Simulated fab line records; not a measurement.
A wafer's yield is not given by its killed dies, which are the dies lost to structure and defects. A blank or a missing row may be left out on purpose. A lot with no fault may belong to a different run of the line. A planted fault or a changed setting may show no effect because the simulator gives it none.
A lot that was struck, set against a sound lot    flow sky130    15 steps out of a route of 708
Sound: these wafers, L979.1, L979.2, L979.6. The struck wafers were L971.3, L971.4, L971.6. Last of all comes the cause.
Order at every step that has rows: each side's tool, ch and its chambers, its first start. Under that, the readings that differ: sound wafers    struck wafers    difference of the means    sigmas: that difference in standard deviations of wafers without a fault.
alike: readings whose means differ by less than 2 such deviations, and words and numbers that are the same on both sides. not compared: withheld readings, readings that some wafer has no value for, bounds like >300 that may hide the same value, and numbers for which the record gives no deviation and whose values overlap.
The two part at a step that has a row with sigmas, a row that says differs or no value, or rows on one side only. Non-overlapping numbers with no deviation appear without sigmas and do not part them. A reading that every wafer of one side lacks parts them only if that side has two wafers or more.

SKY_METAL5_SPUTTER_03: material Ti, target thk 5 nm, time 3.3 s.
  sound on pvd_sputter-04 at day 47 02:21; struck on pvd_sputter-01 at day 44 22:55
  alike: throttle_valve_pct
SKY_METAL5_SPUTTER_04: material TiN, target thk 70 nm, time 58.3 s.
  sound on pvd_sputter-04 at day 47 02:22; struck on pvd_sputter-01 at day 44 22:56
  alike: throttle_valve_pct
SKY_METAL5_RS_MEAS_05: uses a four-point probe to measure.
  sound on film_metro-03 at day 47 02:25; struck on film_metro-03 at day 44 23:01
  alike: METAL5_ALCU_RS
SKY_METAL5_THK_MEAS_06: measures by xrf.
  sound on film_metro-03 at day 47 02:32; struck on film_metro-03 at day 44 23:07
  alike: METAL5_ALCU_THK
then, 7 steps without rows for these wafers: SKY_METAL5_DEHYDRATE_07 (time 60 s); SKY_METAL5_HMDS_08 (prime time 60 s); SKY_METAL5_COAT_09 (resist thk 1800 nm); SKY_METAL5_SOFTBAKE_10 (time 60 s); SKY_METAL5_EXPOSE_11 (exposes mask MM5, target cd 1600 nm); SKY_METAL5_PEB_12; SKY_METAL5_DEVELOP_13 (develop time 60 s).
SKY_METAL5_DESCUM_14: chemistry O2, time 11 s.
  sound on rie_metal-01 ch 0,1, day 47 22:01; struck on rie_metal-01 ch 0,1, day 45 19:25
  alike: drypump_motor_current_A, he_backside_leak_sccm, oes_product_au
  not compared: rf_hours_counter_h
SKY_METAL5_METAL_ETCH_15: etches the open film in Cl2/BCl3, stops on SiO2, target depth 1260 nm, time 252 s.
  sound on rie_metal-01 ch 0,1, day 47 22:03; struck on rie_metal-01 ch 0,1, day 45 19:31
  no value came back on the struck wafers for any of 6 readings (bcl3_flow_sccm (sccm), bias_w (W) and others); on the sound wafers bcl3_flow_sccm (sccm) reads 30.10 29.87 29.98
reading                                      sound              struck           difference  sigmas
model.NOVOLAK_of_METAL5_COAT_09.thk_nm (nm)  1041 1047 1040     1789 1791 1786   +746        
model.SiO2_of_VIA4_HDPCVD_00.thk_nm (nm)     548.4 549.2 548.7  573 572.3 572.8  +24         
  not compared: rf_hours_counter_h
SKY_METAL5_STRIP_16: strips in O2/N2.
  sound on plasma_asher-03 ch 0,1, day 47 22:17; struck on plasma_asher-01 ch 0,1, day 45 19:42
reading                       sound              struck             difference  sigmas
strip_time_to_endpoint_s (s)  13.15 13.22 13.11  21.51 21.53 21.48  +8.35       +64
  alike: drypump_motor_current_A, n2_flow_sccm, oes_product_au
  not compared: rf_hours_counter_h
then, 1 step without rows for these wafers: SKY_METAL5_STRIP_17 (strips in post etch residue remover, time 1200 s).

## WHERE THEY PART
At SKY_METAL5_METAL_ETCH_15 first; at SKY_METAL5_STRIP_16 last (within this record only).

WHY: whatever the simulator had introduced
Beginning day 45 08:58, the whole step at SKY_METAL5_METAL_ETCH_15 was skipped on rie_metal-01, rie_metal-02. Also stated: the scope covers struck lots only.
